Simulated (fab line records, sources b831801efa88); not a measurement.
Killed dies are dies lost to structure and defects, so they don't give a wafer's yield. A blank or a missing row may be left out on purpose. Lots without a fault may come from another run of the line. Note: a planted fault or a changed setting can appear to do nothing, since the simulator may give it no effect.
Struck lot and sound lot, side by side | flow sky130 | 15 out of 708 route steps
Sound: these wafers, L609.1, L609.2, L609.4. Struck: wafers L620.1, L620.2, L620.5. The cause is given at the end.
Order at every step that has rows: each side's tool, ch and its chambers, its first start. Under that, the readings that differ: sound wafers | struck wafers | difference of the means | sigmas: that difference in standard deviations of wafers without a fault.
alike: a reading whose means differ by less than 2 such deviations, as well as words and numbers matching on both sides. not compared: withheld readings; readings where some wafer has no value; bounds like >300 that might hide an equal value; numbers whose values overlap and for which the record gives no deviation.
Wherever a step has rows on one side only, a row that says differs or no value, or a row with sigmas, the two part there. When numbers do not overlap yet have no deviation, they are printed without sigmas and do not part them. A reading missing from all wafers of one side parts the sides only when that side holds two or more wafers.

SKY_LOCAL_INTERCONNECT_RS_MEAS_01: measurement is done with a four-point probe.
  sound on filmMetro-02 at day 29 14:32; struck on filmMetro-04 at day 33 12:38
  alike: LOCAL_INTERCONNECT_TIN_RS
SKY_LOCAL_INTERCONNECT_THK_MEAS_02: measures by xrf.
  sound on filmMetro-02 at day 29 14:39; struck on filmMetro-04 at day 33 12:45
  alike: LOCAL_INTERCONNECT_TIN_THK
then, 8 steps without rows for these wafers: SKY_LOCAL_INTERCONNECT_DEHYDRATE_03 (time 60 s); SKY_LOCAL_INTERCONNECT_HMDS_04 (prime time 60 s); SKY_LOCAL_INTERCONNECT_COAT_05 (resist thk 61.05 nm); SKY_LOCAL_INTERCONNECT_COAT_06 (resist thk 450 nm); SKY_LOCAL_INTERCONNECT_SOFTBAKE_07 (time 90 s); SKY_LOCAL_INTERCONNECT_EXPOSE_08 (exposes mask LI1M, target cd 170 nm); SKY_LOCAL_INTERCONNECT_PEB_09; SKY_LOCAL_INTERCONNECT_DEVELOP_10 (develop time 60 s).
SKY_LOCAL_INTERCONNECT_CD_MEAS_11: the cd target is 170 nm.
  sound on cdSem-02 at day 30 19:07; struck on cdSem-02 at day 34 15:37
  alike: cdNm
SKY_LOCAL_INTERCONNECT_OVL_MEAS_12:
  sound on overlay-01 at day 30 19:14; struck on overlay-01 at day 34 15:44
  alike: LOCAL_INTERCONNECT_OVL
SKY_LOCAL_INTERCONNECT_ETCH_13: etches BARC in N2/H2, stops on SiO2, time 45.9 s, target depth 60 nm.
  sound on rieMetal-02 ch 0,1, day 30 19:17; struck on rieMetal-02 ch 0,1, day 34 15:46
reading                      | sound                | struck               | difference | sigmas
chamberPressureMTorr (mTorr) | 29.956 29.994 29.985 | 35.964 35.959 35.987 | +5.992     | +99 or more
throttleValvePct (%)         | 13.225 13.209 13.218 | 13.239 13.243 13.235 | +0.022     | +2
  alike: drypumpMotorCurrentA, oesProductAu
  not compared: rfHoursCounterH
SKY_LOCAL_INTERCONNECT_METAL_ETCH_14: etches TiN in Cl2/BCl3, stops on PSG, target depth 110 nm, time 31.4 s.
  sound on rieMetal-02 ch 0,1, day 30 19:20; struck on rieMetal-02 ch 0,1, day 34 15:50
  alike: bcl3FlowSccm, chamberPressureMTorr, drypumpMotorCurrentA, oesProductAu, throttleValvePct
  not compared: rfHoursCounterH
-- here the record skips 14 days between the struck wafers' starts before and after, leaving off in module LOCAL_INTERCONNECT and picking up in module PAD_OPEN (first step shown: number 708 of the route) --
SKY_PAD_OPEN_PROBE_99:
  rows exist in the record for the struck wafers here (prober-01, day 48 22:56), but not for the sound ones

WHERE THEY PART
Earliest at SKY_LOCAL_INTERCONNECT_ETCH_13; latest, in this record, at SKY_PAD_OPEN_PROBE_99.

WHY: what the simulator had put in
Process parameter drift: rieMetal-02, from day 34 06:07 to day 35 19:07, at SKY_LOCAL_INTERCONNECT_ETCH_13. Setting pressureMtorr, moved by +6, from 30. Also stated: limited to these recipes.
